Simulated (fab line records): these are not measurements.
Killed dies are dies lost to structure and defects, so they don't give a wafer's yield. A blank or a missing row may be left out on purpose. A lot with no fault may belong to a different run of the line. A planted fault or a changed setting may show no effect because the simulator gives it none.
Struck lot and sound lot, side by side + flow gf180mcu + 14 out of 602 route steps
Sound: wafers L870.1, L870.4, L870.6. The struck wafers were L877.1, L877.3, L877.5. Last of all comes the cause.
For every step that has rows: the tool of each side, followed by ch and its chambers, followed by its first start. Under that, the readings that differ: sound wafers + struck wafers + difference of the means + sigmas: that difference in standard deviations of wafers without a fault.
alike: same words and numbers on both sides, and readings whose means sit less than 2 such deviations apart. not compared: any withheld reading, any reading some wafer has no value for, any bound like >300 that may hide the same value, and any number with overlapping values for which the record gives no deviation.
The two part at a step that has a row with sigmas, a row that says differs or no value, or rows on one side only. Numbers that don't overlap but have no deviation are shown without sigmas and don't part them. A reading that every wafer of one side lacks parts them only if that side has two wafers or more.

first, 6 steps without rows for these wafers: GF_M4_HMDS_08 (prime time 60 s); GF_M4_COAT_09 (resist thk 1000 nm); GF_M4_SOFTBAKE_10 (time 60 s); GF_M4_EXPOSE_11 (exposes mask Metal4, target cd 280 nm); GF_M4_PEB_12 (peb time 90 s); GF_M4_DEVELOP_13 (develop time 60 s).
GF_M4_CD_MEAS_14: target cd 280 nm.
  sound on cd sem-01, day 26 16:51; struck on cd sem-02, day 28 19:44
  alike: cd nm
GF_M4_OVL_MEAS_15:
  sound on overlay-01, day 26 16:58; struck on overlay-01, day 28 19:52
| reading     | sound   | struck   | difference | sigmas |
|-------------|---------|----------|------------|--------|
| M4_OVL (nm) | 9 10 12 | -1 -3 -3 | -13        | -2     |
GF_M4_METAL_ETCH_16: etches the open film in Cl2/BCl3, stops on SiO2, target depth 627.5 nm, time 104.6 s.
  sound on rie metal-01 ch 0,1, day 26 17:00; struck on rie metal-01 ch 0,1, day 28 19:54
  alike: bcl3 flow sccm, bias w, drypump motor current A, oes product au, throttle valve pct
  not compared: rf hours counter h
GF_M4_STRIP_17: strips in O2/N2.
  sound on plasma asher-04 ch 0,1, day 26 17:07; struck on plasma asher-01 ch 0,1, day 28 20:01
  alike: drypump motor current A, heater power w, o2 flow sccm, oes product au, strip time to endpoint s
  not compared: rf hours counter h
then, 2 steps without rows for these wafers: GF_M4_STRIP_18 (strips in post etch residue remover, time 1200 s); GF_M4_CLEAN_19 (cleans in DIW).
GF_V4_CVD_00: deposits SiO2, target thk 600 nm, time 100 s.
  sound on hdpcvd-02 ch 0,1,2, day 26 17:39; struck on hdpcvd-02 ch 0,1, day 28 20:53
  no value came back on the struck wafers for pressure mtorr (mTorr), run length s (s); on the sound wafers pressure mtorr (mTorr) reads 6.003 6.016 6.001
GF_V4_CVD_02: deposits SiO2 from TEOS, target thk 850 nm, time 94.851 s.
  sound on pecvd-03 ch 0,1,2, day 26 17:47; struck on pecvd-02 ch 0,1,2, day 28 21:01
  alike: heater power outer w, heater power w

== WHERE THEY PART ==
Earliest at GF_M4_OVL_MEAS_15; latest, in this record, at GF_V4_CVD_00. Later steps at which nothing parts them and some readings are alike: GF_V4_CVD_02.

WHY: what had been put in by the simulator
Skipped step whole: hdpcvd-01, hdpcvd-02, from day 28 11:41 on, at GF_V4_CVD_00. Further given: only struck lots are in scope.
